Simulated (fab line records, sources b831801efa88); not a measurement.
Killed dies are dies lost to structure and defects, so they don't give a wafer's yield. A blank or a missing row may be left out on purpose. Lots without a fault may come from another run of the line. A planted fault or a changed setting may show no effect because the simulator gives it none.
Which tool did it? | flow sky130 | 24 lots, 72 wafers sampled, at 4 steps of a route of 708

WHAT THE GAUGES READ, wafer by wafer
SKY_FIELD_ISO_THK_MEAS_04. Usual: FIELD_ISO_CVD_03_THK 163.8 nm, standard deviation 1.5.
lot  | measured    | on            | FIELD_ISO_CVD_03_THK (nm) | flag
L074 | day 1 14:13 | film_metro-01 | 165.1 164.1 165.6         |
L075 | day 1 18:38 | film_metro-03 | 165.9 166.9 166.6         |
L076 | day 2 00:31 | film_metro-01 | 163.5 164.8 164.4         |
L077 | day 2 04:38 | film_metro-01 | 163.2 163.8 163.8         |
L078 | day 2 09:35 | film_metro-04 | 163.8 162.4 162.0         |
L079 | day 2 16:31 | film_metro-01 | 162.2 162.2 163.5         |
L080 | day 2 20:53 | film_metro-03 | 164.9 165.5 165.2         |
L081 | day 3 01:19 | film_metro-01 | 161.0 161.7 162.0         |
L082 | day 3 06:46 | film_metro-01 | 163.9 163.0 163.2         |
L083 | day 3 10:52 | film_metro-03 | 164.0 163.0 162.3         |
L084 | day 3 15:29 | film_metro-03 | 163.9 163.4 164.0         |
L085 | day 3 21:16 | film_metro-01 | 161.9 162.0 162.8         |
L086 | day 4 02:38 | film_metro-01 | 164.9 165.3 163.3         |
L087 | day 4 07:26 | film_metro-01 | 164.6 163.0 163.0         |
L088 | day 4 11:31 | film_metro-03 | 163.1 163.0 162.6         |
L089 | day 4 18:00 | film_metro-03 | 163.9 165.4 164.8         |
L090 | day 4 21:29 | film_metro-03 | 161.8 161.6 160.5         |
L091 | day 5 03:16 | film_metro-04 | 165.3 166.2 164.0         |
L092 | day 5 08:10 | film_metro-01 | 165.3 163.3 163.2         |
L093 | day 5 13:35 | film_metro-01 | 163.4 162.3 163.1         |
L094 | day 5 18:16 | film_metro-03 | 164.1 163.1 164.1         |
L095 | day 5 23:10 | film_metro-04 | 165.9 167.8 167.3         |
L096 | day 6 04:43 | film_metro-03 | 163.4 163.4 162.7         |
L097 | day 6 12:44 | film_metro-04 | 166.0 165.0 165.0         |

SKY_METAL1_THK_MEAS_06: measures by xrf. Usual: METAL1_ALCU_THK 246 nm, standard deviation 3.2.
lot  | measured     | on            | METAL1_ALCU_THK (nm) | flag
L074 | day 31 12:38 | film_metro-02 | 245 249 242          |
L075 | day 31 21:07 | film_metro-01 | 245 249 246          |
L076 | day 32 13:21 | film_metro-02 | 244 241 245          |
L077 | day 32 17:17 | film_metro-02 | 242 247 248          |
L078 | day 33 10:38 | film_metro-04 | 242 246 247          |
L079 | day 33 12:22 | film_metro-02 | 248 242 242          |
L080 | day 33 19:27 | film_metro-01 | 243 244 245          |
L081 | day 33 21:50 | film_metro-01 | 252 248 251          |
L082 | day 34 05:29 | film_metro-01 | 240 248 245          |
L083 | day 34 11:02 | film_metro-02 | 250 247 249          |
L084 | day 34 15:50 | film_metro-01 | 247 245 243          |
L085 | day 35 03:35 | film_metro-04 | 247 248 244          |
L086 | day 35 08:53 | film_metro-02 | 246 247 244          |
L087 | day 35 14:42 | film_metro-04 | 247 245 246          |
L088 | day 36 01:16 | film_metro-01 | 246 246 251          |
L089 | day 36 06:37 | film_metro-01 | 250 247 243          |
L090 | day 37 05:42 | film_metro-04 | 242 248 246          |
L091 | day 37 20:32 | film_metro-01 | 250 248 248          |
L092 | day 37 18:18 | film_metro-01 | 244 250 253          |
L093 | day 38 02:35 | film_metro-04 | 248 248 253          |
L094 | day 37 23:41 | film_metro-02 | 248 245 247          |
L095 | day 38 06:13 | film_metro-04 | 243 246 243          |
L096 | day 38 10:54 | film_metro-01 | 250 250 253          |
L097 | day 38 21:40 | film_metro-02 | 248 246 244          |

SKY_METAL1_CD_MEAS_15: target cd 140 nm. Usual: cd_nm 139.6 nm, standard deviation 1.6.
lot  | measured     | on        | cd_nm (nm)        | flag
L074 | day 32 15:54 | cd_sem-02 | 140.2 139.4 141.2 |
L075 | day 32 23:49 | cd_sem-01 | 139.0 139.8 138.6 |
L076 | day 33 15:54 | cd_sem-02 | 140.3 140.8 140.4 |
L077 | day 33 20:15 | cd_sem-02 | 138.6 138.9 139.7 |
L078 | day 34 12:26 | cd_sem-01 | 140.8 140.7 139.7 |
L079 | day 34 15:09 | cd_sem-02 | 141.5 143.2 140.0 |
L080 | day 34 22:03 | cd_sem-01 | 142.0 141.4 141.2 |
L081 | day 34 23:33 | cd_sem-02 | 141.7 139.9 140.6 |
L082 | day 35 07:28 | cd_sem-02 | 137.8 136.9 138.4 |
L083 | day 35 13:11 | cd_sem-02 | 140.6 141.2 140.8 |
L084 | day 35 18:14 | cd_sem-01 | 135.9 136.6 135.7 |
L085 | day 36 06:04 | cd_sem-02 | 139.9 138.4 138.1 |
L086 | day 36 10:45 | cd_sem-02 | 141.7 140.6 142.2 |
L087 | day 36 17:09 | cd_sem-01 | 140.7 139.6 140.5 |
L088 | day 37 03:38 | cd_sem-02 | 138.5 138.4 138.5 |
L089 | day 37 08:39 | cd_sem-02 | 138.0 138.5 136.1 |
L090 | day 38 07:13 | cd_sem-02 | 138.3 139.1 139.0 |
L091 | day 38 21:25 | cd_sem-02 | 140.6 141.7 140.2 |
L092 | day 38 19:17 | cd_sem-02 | 138.9 140.1 139.4 |
L093 | day 39 04:02 | cd_sem-02 | 139.5 139.3 140.1 |
L094 | day 39 00:42 | cd_sem-02 | 138.9 140.4 139.4 |
L095 | day 39 06:15 | cd_sem-01 | 139.7 138.6 138.0 |
L096 | day 39 11:54 | cd_sem-01 | 137.3 137.2 136.7 |
L097 | day 39 22:15 | cd_sem-02 | 141.9 141.0 141.5 |

WHICH TOOL RAN EACH LOT (tool, then ch and the chambers of the sampled wafers, then the start)
lot  | SKY_CONTACT_ETCH_18
L074 | rie_diel-02 ch 0,1,3, day 31 12:38 or earlier
L075 | rie_diel-01 ch 1,2,3, day 31 21:07 or earlier
L076 | rie_diel-01 ch 0,1,2, day 32 13:21 or earlier
L077 | rie_diel-03 ch 1,2,3, day 32 17:17 or earlier
L078 | rie_diel-02 ch 0,1,3, day 33 10:38 or earlier
L079 | rie_diel-02 ch 0,1,3, day 33 12:22 or earlier
L080 | rie_diel-01 ch 0,1, day 33 19:27 or earlier
L081 | rie_diel-01 ch 0,1,3, day 33 21:50 or earlier
L082 | rie_diel-02 ch 2,3, day 34 05:29 or earlier
L083 | rie_diel-03 ch 0,1,3, day 34 11:02 or earlier
L084 | rie_diel-03 ch 0,1,2, day 34 15:50 or earlier
L085 | rie_diel-01 ch 0,1, day 35 03:35 or earlier
L086 | rie_diel-02 ch 1,2,3, day 35 08:53 or earlier
L087 | rie_diel-03 ch 1,2,3, day 35 14:42 or earlier
L088 | rie_diel-03 ch 0,1,2, day 36 01:16 or earlier
L089 | rie_diel-03 ch 0,2,3, day 36 06:37 or earlier
L090 | rie_diel-01 ch 1,2,3, day 37 05:42 or earlier
L091 | rie_diel-01 ch 1,2, day 37 20:32 or earlier
L092 | rie_diel-03 ch 1,2,3, day 37 18:18 or earlier
L093 | rie_diel-01 ch 0,3, day 38 02:35 or earlier
L094 | rie_diel-03 ch 1,2,3, day 37 23:41 or earlier
L095 | rie_diel-02 ch 1,2,3, day 38 06:13 or earlier
L096 | rie_diel-03 ch 0,3, day 38 10:54 or earlier
L097 | rie_diel-02 ch 0,1,2, day 38 21:40 or earlier
- SKY_CONTACT_ETCH_18: etches Si3N4 in CHF3/O2, stops on TiN, time 39 s, target depth 75 nm.

WHAT THE TOOLS THEMSELVES READ (means of the sampled wafers that have a number; where no wafer has one, the mark that the record gives instead)
SKY_CONTACT_ETCH_18. Usual: drypump_motor_current_A 5.8 A, standard deviation 0.49; oes_product_au 0.854 a.u., standard deviation 0.0088; rf_fwd_power_W 592.8 W, standard deviation 2.5; throttle_valve_pct 8.792 %, standard deviation 0.0096.
lot  | tool        | drypump_motor_current_A (A) | oes_product_au (a.u.) | rf_fwd_power_W (W) | throttle_valve_pct (%) | flag
L074 | rie_diel-02 | 5.9                         | 0.840                 | 590.2              | 8.801                  |
L075 | rie_diel-01 | 5.7                         | 0.853                 | 592.4              | 8.794                  |
L076 | rie_diel-01 | 5.5                         | 0.860                 | 592.5              | 8.788                  |
L077 | rie_diel-03 | 5.7                         | 0.853                 | 592.3              | 8.789                  |
L078 | rie_diel-02 | 5.8                         | 0.844                 | 591.2              | 8.791                  |
L079 | rie_diel-02 | 5.8                         | 0.850                 | 593.4              | 8.792                  |
L080 | rie_diel-01 | 5.7                         | 0.857                 | 592.8              | 8.797                  |
L081 | rie_diel-01 | 5.9                         | 0.843                 | 591.0              | 8.783                  |
L082 | rie_diel-02 | 5.7                         | 0.857                 | 593.8              | 8.809                  |
L083 | rie_diel-03 | 5.9                         | 0.846                 | 594.6              | 8.798                  |
L084 | rie_diel-03 | 5.6                         | 0.845                 | 594.6              | 8.782                  |
L085 | rie_diel-01 | 5.5                         | 0.850                 | 594.9              | 8.795                  |
L086 | rie_diel-02 | 5.8                         | 0.849                 | 592.4              | 8.788                  |
L087 | rie_diel-03 | 5.7                         | 0.860                 | 591.1              | 8.792                  |
L088 | rie_diel-03 | 5.6                         | 0.855                 | 593.7              | 8.800                  |
L089 | rie_diel-03 | 6.2                         | 0.853                 | 594.3              | 8.792                  |
L090 | rie_diel-01 | 5.7                         | 0.852                 | 592.3              | 8.788                  |
L091 | rie_diel-01 | 5.4                         | 0.863                 | 590.1              | 8.792                  |
L092 | rie_diel-03 | 5.7                         | 0.844                 | 592.4              | 8.790                  |
L093 | rie_diel-01 | 6.1                         | 0.864                 | 593.0              | 8.799                  |
L094 | rie_diel-03 | 5.7                         | 0.852                 | 593.7              | 8.790                  |
L095 | rie_diel-02 | 5.8                         | 0.851                 | 593.9              | 8.800                  |
L096 | rie_diel-03 | 6.5                         | 0.853                 | 591.6              | 8.788                  |
L097 | rie_diel-02 | 5.9                         | 0.864                 | 592.9              | 8.789                  |

THE ANSWER, worked out from the rows above alone
Rule: a lot is off if the mean of its wafers that have a number lies more than 3 standard deviations from the usual mean. A lot without any number at a reading at which 4 lots or more have one is off too. The other lots that the step has rows for count as sound. The gauges are gone through in route order, then the tools' own readings, and for those a lot's mean is taken as printed above. The first step at which some lot is off is used, and at that step the reading that is off furthest; a lot without a number counts as furthest.
No lot is off at any reading shown: from this, nothing can be told.

WHAT THE SIMULATOR HAD PUT IN
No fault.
